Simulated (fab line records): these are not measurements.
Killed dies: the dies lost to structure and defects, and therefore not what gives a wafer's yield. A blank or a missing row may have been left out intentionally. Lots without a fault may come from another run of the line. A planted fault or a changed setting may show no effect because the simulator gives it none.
fab line records	flow sky130
record lots=7	wafers=21	last_day=50
route steps=708 shown VT_ADJUST_PCH@144 SONOS_TUNNEL@154 PAD_OPEN@708
lots untouched by any fault: they come from a run of this same line in which no faults occurred
start_h: the number of hours between the record's first day and the start of the first shown wafer of the lot	wait_h: time in hours since the lot's previous step	" same as the row above	L1.1+2: a single row standing in for several wafers	- no value, or no start was given	* or withheld: withheld	< > ~ a bound
route shown NAME@n: NAME is a module with steps in the file, n the number in the route of the first one	usual: mean and standard deviation over wafers with no fault	same: alike in all rows	chamber/n: place in a boat	sites: readings site by site	_std_site: standard deviation across them	_edge_site: the outer-site mean with the inner-site mean subtracted	radius_mm: for every site, how far away it sits from the centre of the wafer	mask NAME#n: copy n	behind: the last tool/chamber to shape the wafer	hold: reason for holding the lot/hours on hold/outcome of the hold	device: the n, p or np transistor that did not switch	end of line: the route-end tests of the same wafers	step lacking rows: just its recipe	killed: dies lost to structure and defects at the first sort, not the wafer's yield	map: dies across one wafer; x = killed, . = not, _ = none there
set.NAME: the setting the step ran with; set.NAME@STEP: the setting that earlier step ran with	model.NAME: the simulator's own value behind a step, which no gauge read
lots seen at some steps along the route; tables by step, rows by wafer
services: when a tool's chamber went out of use (start_h, in hours from the record's first day, below 0 if earlier), for how many hours, and the reason
## steps
# step SKY_VT_ADJUST_PCH_HMDS_01
# recipe prime_time_s=60	prime_temp_c=120
# step SKY_VT_ADJUST_PCH_COAT_02
# recipe spin_rpm=2000	resist_thk_nm=3000
# step SKY_VT_ADJUST_PCH_SOFTBAKE_03
# recipe temp_c=110	time_s=withheld
# step SKY_VT_ADJUST_PCH_EXPOSE_04
# recipe mask_id=NWM	na=0.6	source_shape=conventional	sigma_outer=0.6	polarization=unpolarized	target_cd_nm=840	dose_mj=255
# step SKY_VT_ADJUST_PCH_PEB_05
# recipe temp_c=115	time_s=withheld
# step SKY_VT_ADJUST_PCH_DEVELOP_06
# recipe wall_angle_deg=90	developer=TMAH	develop_time_s=60	dev_temp_c=23
# step SKY_VT_ADJUST_PCH_OVL_MEAS_07
# usual VT_ADJUST_PCH_OVL=-0.5/1.9
lot.wafer	tool	chamber	start_h	wait_h	VT_ADJUST_PCH_OVL[nm]
L840.1	overlay-02	-	263.38	-	3.8
L840.4	"	-	"	"	3.2
L840.5	"	-	"	"	3.9
L841.3	overlay-01	-	268.93	-	-0.6
L841.4	"	-	"	"	1.4
L841.5	"	-	"	"	-1.1
L849.1	overlay-02	-	337.18	-	-1.3
L849.3	"	-	"	"	0.1
L849.6	"	-	"	"	-1.6
L850.2	overlay-02	-	341.13	-	-1.4
L850.4	"	-	"	"	-0.4
L850.6	"	-	"	"	-2.0
L851.2	overlay-01	-	350.74	-	1.4
L851.4	"	-	"	"	1.8
L851.5	"	-	"	"	2.9
L853.1	overlay-02	-	366.78	-	-1.4
L853.3	"	-	"	"	-3.7
L853.4	"	-	"	"	-3.4
L857.1	overlay-02	-	399.25	-	-0.6
L857.5	"	-	"	"	-0.2
L857.6	"	-	"	"	-0.3
# step SKY_VT_ADJUST_PCH_IMPLANT_08
# recipe species=B	energy_kev=10	dose_cm2=5e+11	tilt_deg=withheld
# step SKY_VT_ADJUST_PCH_STRIP_09
# recipe chemistry=O2/N2	power_w=1400	pressure_mtorr=1500	platen_temp_c=withheld	o2_flow_sccm=3000	n2_flow_sccm=300	overash_fraction=0.5
# usual drypump_motor_current_A=5.6/0.38	oes_product_au=0.722/0.0041	strip_time_to_endpoint_s=36.90/0.097
lot.wafer	tool	chamber	start_h	wait_h	drypump_motor_current_A	oes_product_au	rf_hours_counter_h	strip_time_to_endpoint_s
L840.1	plasma_asher-03	1	263.57	0.1	5.9	0.722	42	36.85
L840.4	"	1	"	"	5.9	0.716	-	36.81
L840.5	"	1	"	"	5.9	0.719	-	36.91
L841.3	plasma_asher-03	0	269.14	0.1	6.0	0.720	-	36.86
L841.4	"	1	"	"	5.9	0.718	-	36.84
L841.5	"	1	"	"	5.9	0.726	-	36.91
L849.1	plasma_asher-04	1	337.37	0.1	5.6	0.723	66	36.82
L849.3	"	0	"	"	5.0	0.721	-	36.87
L849.6	"	1	"	"	5.6	0.719	-	36.87
L850.2	plasma_asher-04	1	341.31	0.1	5.6	0.724	66	36.88
L850.4	"	0	"	"	5.0	0.729	-	36.97
L850.6	"	0	"	"	5.0	0.729	-	36.80
L851.2	plasma_asher-03	1	350.92	0.1	5.9	0.723	51	36.79
L851.4	"	1	"	"	5.9	0.717	-	36.82
L851.5	"	1	"	"	5.9	0.719	-	36.75
L853.1	plasma_asher-04	0	366.97	0.1	5.0	0.725	69	36.98
L853.3	"	0	"	"	5.0	0.725	-	36.87
L853.4	"	1	"	"	5.6	0.719	-	36.91
L857.1	plasma_asher-04	1	399.44	0.1	5.6	0.721	72	37.10
L857.5	"	1	"	"	5.6	0.723	-	37.18
L857.6	"	0	"	"	5.0	0.720	-	37.03
# step SKY_VT_ADJUST_PCH_TW_MEAS_10
# usual VT_ADJUST_PCH_TW=143.3/1.4
lot.wafer	tool	chamber	start_h	wait_h	VT_ADJUST_PCH_TW
L840.1	film_metro-01	-	263.67	0.1	142.6
L840.4	"	-	"	"	141.6
L840.5	"	-	"	"	142.0
L841.3	film_metro-04	-	269.22	0.1	145.5
L841.4	"	-	"	"	144.8
L841.5	"	-	"	"	144.5
L849.1	film_metro-04	-	337.47	0.1	144.3
L849.3	"	-	"	"	144.6
L849.6	"	-	"	"	144.0
L850.2	film_metro-01	-	341.42	0.1	141.0
L850.4	"	-	"	"	142.2
L850.6	"	-	"	"	141.9
L851.2	film_metro-02	-	351.03	0.1	143.1
L851.4	"	-	"	"	143.4
L851.5	"	-	"	"	142.1
L853.1	film_metro-01	-	367.07	0.1	143.7
L853.3	"	-	"	"	143.8
L853.4	"	-	"	"	142.5
L857.1	film_metro-04	-	399.54	0.1	144.7
L857.5	"	-	"	"	144.6
L857.6	"	-	"	"	144.3
# step SKY_SONOS_TUNNEL_DEHYDRATE_00
# recipe temp_c=200	time_s=60
# step SKY_SONOS_TUNNEL_HMDS_01
# recipe prime_time_s=60	prime_temp_c=120
# step SKY_SONOS_TUNNEL_COAT_02
# recipe resist=NOVOLAK	spin_rpm=3000	resist_thk_nm=1140
# usual chill_plate_temp_C=23.01/0.11	dispense_pressure_kPa=47.5/1.3	exhaust_pa=45.1/0.84
lot.wafer	tool	chamber	start_h	wait_h	chill_plate_temp_C	dispense_pressure_kPa	exhaust_pa
L840.1	litho_track-02	0	275.82	0.1	23.05	46.3	44.6
L840.4	"	0	"	"	23.11	46.3	45.1
L840.5	"	0	"	"	23.13	46.3	46.0
L841.3	litho_track-04	0	280.96	0.1	23.07	49.5	44.8
L841.4	"	0	"	"	23.00	49.5	46.1
L841.5	"	0	"	"	22.95	49.5	45.3
L849.1	litho_track-03	-	350.08	0.1	-	-	-
L849.3	"	-	"	"	-	-	-
L849.6	"	-	"	"	-	-	-
L850.2	litho_track-02	-	353.99	0.1	-	-	-
L850.4	"	-	"	"	-	-	-
L850.6	"	-	"	"	-	-	-
L851.2	litho_track-04	-	364.78	0.1	-	-	-
L851.4	"	-	"	"	-	-	-
L851.5	"	-	"	"	-	-	-
L853.1	litho_track-04	0	380.51	0.1	23.04	49.5	45.0
L853.3	"	0	"	"	22.98	49.6	46.0
L853.4	"	0	"	"	22.89	49.6	45.5
L857.1	litho_track-02	0	413.37	0.1	23.03	46.4	44.0
L857.5	"	0	"	"	22.87	46.3	45.4
L857.6	"	0	"	"	22.99	46.4	44.2
# step SKY_SONOS_TUNNEL_SOFTBAKE_03
# recipe temp_c=90	time_s=60	resist=NOVOLAK
# step SKY_SONOS_TUNNEL_EXPOSE_04
# recipe mask_id=TUNM	na=0.6	source_shape=conventional	sigma_outer=0.6	polarization=unpolarized	target_cd_nm=410	dose_mj=136
# step SKY_SONOS_TUNNEL_PEB_05
# recipe temp_c=withheld	time_s=*	resist=NOVOLAK
# step SKY_SONOS_TUNNEL_DEVELOP_06
# recipe resist=NOVOLAK	developer=TMAH	develop_time_s=60	dev_temp_c=22.3
# step SKY_SONOS_TUNNEL_CD_MEAS_07
# recipe target_cd_nm=410
# usual cd_nm=410.4/2.4
lot.wafer	tool	chamber	start_h	wait_h	cd_nm
L840.1	cd_sem-02	-	288.32	0.1	411.3
L840.4	"	-	"	"	408.5
L840.5	"	-	"	"	408.9
L841.3	cd_sem-01	-	293.17	0.1	414.6
L841.4	"	-	"	"	413.7
L841.5	"	-	"	"	411.1
L849.1	cd_sem-01	-	364.08	0.1	-
L849.3	"	-	"	"	-
L849.6	"	-	"	"	-
L850.2	cd_sem-02	-	368.85	0.1	-
L850.4	"	-	"	"	-
L850.6	"	-	"	"	-
L851.2	cd_sem-01	-	378.75	0.1	-
L851.4	"	-	"	"	-
L851.5	"	-	"	"	-
L853.1	cd_sem-01	-	395.76	0.1	412.4
L853.3	"	-	"	"	411.5
L853.4	"	-	"	"	412.1
L857.1	cd_sem-02	-	429.03	0.1	413.6
L857.5	"	-	"	"	413.4
L857.6	"	-	"	"	409.8
# step SKY_SONOS_TUNNEL_OVL_MEAS_08
# usual SONOS_TUNNEL_OVL=-0.8/1.6
lot.wafer	tool	chamber	start_h	wait_h	SONOS_TUNNEL_OVL[nm]
L840.1	overlay-01	-	288.44	0.1	-2.9
L840.4	"	-	"	"	-2.0
L840.5	"	-	"	"	-1.7
L841.3	overlay-02	-	293.27	0.1	-1.8
L841.4	"	-	"	"	-0.7
L841.5	"	-	"	"	-1.2
L849.1	overlay-02	-	364.20	0.1	-
L849.3	"	-	"	"	-
L849.6	"	-	"	"	-
L850.2	overlay-01	-	368.96	0.1	-
L850.4	"	-	"	"	-
L850.6	"	-	"	"	-
L851.2	overlay-02	-	378.86	0.1	-
L851.4	"	-	"	"	-
L851.5	"	-	"	"	-
L853.1	overlay-02	-	395.88	0.1	-2.6
L853.3	"	-	"	"	-1.0
L853.4	"	-	"	"	-2.1
L857.1	overlay-02	-	429.15	0.1	0.6
L857.5	"	-	"	"	2.0
L857.6	"	-	"	"	1.0
# step SKY_PAD_OPEN_PROBE_99
# usual killed_at_M0_to_M3=44/6.6	killed_at_M4_up=3.0/2	killed_at_contacts=24/5.1	killed_at_front_end=15/4.1	killed_at_other=0.4/0.62	killed_dies=86/9.3	killed_on_rim=17/3.7	killed_open=46/6.8	killed_short=40/5.8
# same gross_dies=492	killed_at_back_side=0
lot.wafer	tool	chamber	start_h	wait_h	hold	killed_at_M0_to_M3	killed_at_M4_up	killed_at_contacts	killed_at_front_end	killed_at_other	killed_dies	killed_on_rim	killed_open	killed_short
L840.1	prober-01	-	1107.78	0.1	-	41	1	15	17	1	75	8	39	36
L840.4	prober-01	-	1107.93	0.2	-	49	3	17	12	0	81	19	43	38
L840.5	prober-01	-	1107.98	0.2	-	42	3	23	11	0	79	19	42	37
L841.3	prober-01	-	1113.03	0.2	-	32	1	26	19	0	78	16	44	32
L841.4	prober-01	-	1113.08	0.2	-	39	0	31	19	0	89	18	45	44
L841.5	prober-01	-	1113.13	0.2	-	40	7	21	20	0	88	20	50	38
L849.1	prober-02	-	1154.64	0.1	await_dispo/1.7h/scrap	38	5	24	425	0	492	96	47	35
L849.3	prober-02	-	1154.74	0.2	await_dispo/1.7h/scrap	47	4	19	420	2	492	96	50	38
L849.6	prober-02	-	1154.89	0.2	await_dispo/1.7h/scrap	33	3	19	436	1	492	96	40	30
L850.2	prober-01	-	1159.92	0.1	await_dispo/3.4h/scrap	42	8	22	420	0	492	96	36	45
L850.4	prober-01	-	1160.02	0.2	await_dispo/3.4h/scrap	36	1	17	438	0	492	96	42	30
L850.6	prober-01	-	1160.12	0.2	await_dispo/3.4h/scrap	33	4	35	420	0	492	96	42	40
L851.2	prober-02	-	1164.73	0.1	await_dispo/2.5h/scrap	38	1	23	430	0	492	96	31	35
L851.4	prober-02	-	1164.83	0.2	await_dispo/2.5h/scrap	39	1	21	431	0	492	96	39	33
L851.5	prober-02	-	1164.88	0.2	await_dispo/2.5h/scrap	55	1	31	405	0	492	96	50	45
L853.1	prober-02	-	1178.86	0.1	-	45	5	29	18	0	97	20	51	46
L853.3	prober-02	-	1178.96	0.2	-	53	0	19	10	0	82	12	47	35
L853.4	prober-02	-	1179.01	0.2	-	39	6	22	12	0	79	20	47	32
L857.1	prober-01	-	1191.75	0.1	-	47	2	29	14	1	93	20	52	41
L857.5	prober-01	-	1191.95	0.2	-	48	0	28	9	0	85	16	47	38
L857.6	prober-01	-	1192.00	0.2	-	48	7	25	20	0	100	21	63	36
# killed by level:class
L840.1 VIA2:geometric_particle:open=8 FIELD_ISO:geometric_particle:short=7 VIA1:geometric_particle:open=7 VIA3:geometric_particle:open=7 CONTACT:geometric_particle:open=6 METAL1:geometric_particle:short=6 CONTACT:geometric_particle:short=5 VIA1:geometric_particle:short=4
L840.4 VIA2:geometric_particle:open=11 METAL2:geometric_particle:short=7 VIA3:geometric_particle:open=6 LI_CONTACT:geometric_particle:open=5 VIA1:geometric_particle:open=5 LOCAL_INTERCONNECT:geometric_particle:short=4 CONTACT:geometric_particle:open=4 METAL1:geometric_particle:short=4
L840.5 CONTACT:geometric_particle:open=12 VIA3:geometric_particle:open=7 VIA2:geometric_particle:open=6 METAL2:geometric_particle:short=5 VIA1:geometric_particle:open=5 METAL3:geometric_particle:short=5 LI_CONTACT:geometric_particle:open=4 CONTACT:geometric_particle:short=4
L841.3 CONTACT:geometric_particle:open=11 LI_CONTACT:geometric_particle:open=7 VIA2:geometric_particle:open=7 METAL2:geometric_particle:short=5 LOCAL_INTERCONNECT:geometric_particle:short=5 VIA3:geometric_particle:open=5 FIELD_ISO:geometric_particle:open=4 SPACER:geometric_particle:open=4
L841.4 CONTACT:geometric_particle:open=9 LI_CONTACT:geometric_particle:short=8 LI_CONTACT:geometric_particle:open=7 VIA2:geometric_particle:short=6 VIA1:geometric_particle:open=6 VIA3:geometric_particle:open=6 POLY_GATE:geometric_particle:short=4 POLY_GATE:geometric_particle:open=4
L841.5 LI_CONTACT:geometric_particle:open=7 VIA3:geometric_particle:open=7 CONTACT:geometric_particle:open=6 VIA1:geometric_particle:open=6 POLY_GATE:geometric_particle:short=5 LOCAL_INTERCONNECT:geometric_particle:short=5 POLY_GATE:geometric_particle:open=4 VIA1:geometric_particle:short=4
L849.1 SONOS_TUNNEL:area_expose=410 VIA1:geometric_particle:open=12 CONTACT:geometric_particle:open=8 LI_CONTACT:geometric_particle:open=7 VIA3:geometric_particle:open=5 METAL4:geometric_particle:short=5 METAL2:geometric_particle:short=5 FIELD_ISO:geometric_particle:open=4
L849.3 SONOS_TUNNEL:area_expose=404 VIA1:geometric_particle:open=12 CONTACT:geometric_particle:open=10 VIA1:geometric_particle:short=8 VIA2:geometric_particle:open=6 FIELD_ISO:geometric_particle:open=4 VIA3:geometric_particle:short=4 METAL1:geometric_particle:short=4
L849.6 SONOS_TUNNEL:area_expose=422 VIA1:geometric_particle:open=11 LI_CONTACT:geometric_particle:open=8 CONTACT:geometric_particle:open=5 VIA2:geometric_particle:short=5 FIELD_ISO:geometric_particle:short=4 FIELD_ISO:geometric_particle:open=4 METAL2:geometric_particle:short=4
L850.2 SONOS_TUNNEL:area_expose=411 VIA1:geometric_particle:open=8 VIA2:geometric_particle:open=8 METAL4:geometric_particle:short=7 CONTACT:geometric_particle:short=6 LI_CONTACT:geometric_particle:open=5 METAL1:geometric_particle:short=5 VIA3:geometric_particle:short=5
L850.4 SONOS_TUNNEL:area_expose=420 FIELD_ISO:geometric_particle:open=8 VIA2:geometric_particle:open=8 CONTACT:geometric_particle:open=7 VIA3:geometric_particle:open=6 POLY_GATE:geometric_particle:short=5 VIA1:geometric_particle:short=4 VIA1:geometric_particle:open=4
L850.6 SONOS_TUNNEL:area_expose=410 CONTACT:geometric_particle:short=11 CONTACT:geometric_particle:open=10 VIA2:geometric_particle:open=7 VIA3:geometric_particle:open=7 LI_CONTACT:geometric_particle:short=5 LI_CONTACT:geometric_particle:open=5 VIA1:geometric_particle:open=5
L851.2 SONOS_TUNNEL:area_expose=425 VIA1:geometric_particle:open=8 CONTACT:geometric_particle:short=7 LI_CONTACT:geometric_particle:open=5 VIA3:geometric_particle:open=5 CONTACT:geometric_particle:open=4 METAL1:geometric_particle:short=4 VIA2:geometric_particle:open=4
L851.4 SONOS_TUNNEL:area_expose=420 VIA1:geometric_particle:open=12 CONTACT:geometric_particle:open=7 METAL1:geometric_particle:short=7 CONTACT:geometric_particle:short=5 VIA3:geometric_particle:short=5 LI_CONTACT:geometric_particle:short=4 VIA2:geometric_particle:open=4
L851.5 SONOS_TUNNEL:area_expose=394 CONTACT:geometric_particle:open=11 VIA1:geometric_particle:open=11 VIA3:geometric_particle:open=9 LOCAL_INTERCONNECT:geometric_particle:short=7 VIA2:geometric_particle:open=7 VIA2:geometric_particle:short=6 VIA3:geometric_particle:short=5
L853.1 CONTACT:geometric_particle:open=9 METAL2:geometric_particle:short=9 FIELD_ISO:geometric_particle:open=8 LI_CONTACT:geometric_particle:open=8 VIA2:geometric_particle:open=5 METAL1:geometric_particle:short=5 VIA1:geometric_particle:short=5 VIA3:geometric_particle:short=5
L853.3 METAL1:geometric_particle:short=11 VIA1:geometric_particle:open=9 CONTACT:geometric_particle:open=9 VIA2:geometric_particle:open=8 VIA1:geometric_particle:short=7 VIA3:geometric_particle:open=7 FIELD_ISO:geometric_particle:open=5 LOCAL_INTERCONNECT:geometric_particle:short=4
L853.4 CONTACT:geometric_particle:open=12 VIA1:geometric_particle:open=10 VIA2:geometric_particle:open=6 LOCAL_INTERCONNECT:geometric_particle:short=4 METAL1:geometric_particle:short=4 METAL2:geometric_particle:short=4 METAL4:geometric_particle:short=4 FIELD_ISO:geometric_particle:short=3
L857.1 CONTACT:geometric_particle:open=13 VIA1:geometric_particle:open=9 VIA2:geometric_particle:open=9 CONTACT:geometric_particle:short=6 VIA3:geometric_particle:short=6 LI_CONTACT:geometric_particle:open=5 METAL1:geometric_particle:short=5 METAL2:geometric_particle:short=5
L857.5 VIA3:geometric_particle:open=11 LI_CONTACT:geometric_particle:short=7 VIA1:geometric_particle:open=7 VIA1:geometric_particle:short=6 LI_CONTACT:geometric_particle:open=6 CONTACT:geometric_particle:open=6 VIA2:geometric_particle:open=6 POLY_GATE:geometric_particle:open=4
L857.6 VIA1:geometric_particle:open=15 CONTACT:geometric_particle:open=10 VIA2:geometric_particle:open=9 VIA3:geometric_particle:open=8 POLY_GATE:geometric_particle:open=7 LI_CONTACT:geometric_particle:open=6 CONTACT:geometric_particle:short=6 POLY_GATE:geometric_particle:short=4
# map L849.1 (x killed, . not)
__________xxxxxxxxxx_________
________xxxxxxxxxxxxxx_______
______xxxxxxxxxxxxxxxxxx_____
_____xxxxxxxxxxxxxxxxxxxx____
____xxxxxxxxxxxxxxxxxxxxxx___
___xxxxxxxxxxxxxxxxxxxxxxxx__
__xxxxxxxxxxxxxxxxxxxxxxxxxx_
_xxxxxxxxxxxxxxxxxxxxxxxxxxxx
_xxxxxxxxxxxxxxxxxxxxxxxxxxxx
_xxxxxxxxxxxxxxxxxxxxxxxxxxxx
_xxxxxxxxxxxxxxxxxxxxxxxxxxxx
_xxxxxxxxxxxxxxxxxxxxxxxxxxxx
_xxxxxxxxxxxxxxxxxxxxxxxxxxxx
_xxxxxxxxxxxxxxxxxxxxxxxxxxxx
_xxxxxxxxxxxxxxxxxxxxxxxxxxxx
__xxxxxxxxxxxxxxxxxxxxxxxxxx_
___xxxxxxxxxxxxxxxxxxxxxxxx__
____xxxxxxxxxxxxxxxxxxxxxx___
_____xxxxxxxxxxxxxxxxxxxx____
______xxxxxxxxxxxxxxxxxx_____
________xxxxxxxxxxxxxx_______
__________xxxxxxxxxx_________
# map L850.2 (x killed, . not)
__________xxxxxxxxxx_________
________xxxxxxxxxxxxxx_______
______xxxxxxxxxxxxxxxxxx_____
_____xxxxxxxxxxxxxxxxxxxx____
____xxxxxxxxxxxxxxxxxxxxxx___
___xxxxxxxxxxxxxxxxxxxxxxxx__
__xxxxxxxxxxxxxxxxxxxxxxxxxx_
_xxxxxxxxxxxxxxxxxxxxxxxxxxxx
_xxxxxxxxxxxxxxxxxxxxxxxxxxxx
_xxxxxxxxxxxxxxxxxxxxxxxxxxxx
_xxxxxxxxxxxxxxxxxxxxxxxxxxxx
_xxxxxxxxxxxxxxxxxxxxxxxxxxxx
_xxxxxxxxxxxxxxxxxxxxxxxxxxxx
_xxxxxxxxxxxxxxxxxxxxxxxxxxxx
_xxxxxxxxxxxxxxxxxxxxxxxxxxxx
__xxxxxxxxxxxxxxxxxxxxxxxxxx_
___xxxxxxxxxxxxxxxxxxxxxxxx__
____xxxxxxxxxxxxxxxxxxxxxx___
_____xxxxxxxxxxxxxxxxxxxx____
______xxxxxxxxxxxxxxxxxx_____
________xxxxxxxxxxxxxx_______
__________xxxxxxxxxx_________
## services
tool	chamber	start_h	hours	kind
plasma_asher-04	-	257.71	4.8	repair
## key
first_sign step=SKY_SONOS_TUNNEL_COAT_02	reading=tool_record	direction=missing
effect step=SKY_SONOS_TUNNEL_CD_MEAS_07	reading=cd_nm	direction=missing
effect step=SKY_SONOS_TUNNEL_OVL_MEAS_08	reading=SONOS_TUNNEL_OVL	direction=missing
effect step=SKY_PAD_OPEN_PROBE_99	reading=killed_at_front_end	direction=up	sigmas=99+	usual=15	struck=425
more_kills_born_at SKY_SONOS_TUNNEL_EXPOSE_04@iline_stepper-02=2480	SKY_SONOS_TUNNEL_EXPOSE_04@iline_stepper-01=1236
met_at SKY_SONOS_TUNNEL_COAT_02
struck_wafers L849.1,L849.3,L849.6,L850.2,L850.4,L850.6,L851.2,L851.4,L851.5
later_rows_left_out L849.1,L849.3,L849.6,L850.2,L850.4,L850.6,L851.2,L851.4,L851.5
tester_left_out L849,L850,L851
onset_between 280.96 350.08
fault kind=skipped_step_whole	tool=litho_track-02,litho_track-03,litho_track-04	chamber=-	onset_h=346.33	steps=SKY_SONOS_TUNNEL_COAT_02	scope=struck_lots_only
# tester_left_out: of these lots the tester's yield and bins aren't shown, on N5 and GAA mostly nor the transistor test; their killed dies are dies lost to structure and defects alone, not to doping, threshold or leakage, so they don't give the yield
# later_rows_left_out: the simulator's readings of these wafers behind a module that went badly wrong aren't trusted and aren't shown, but for the sort
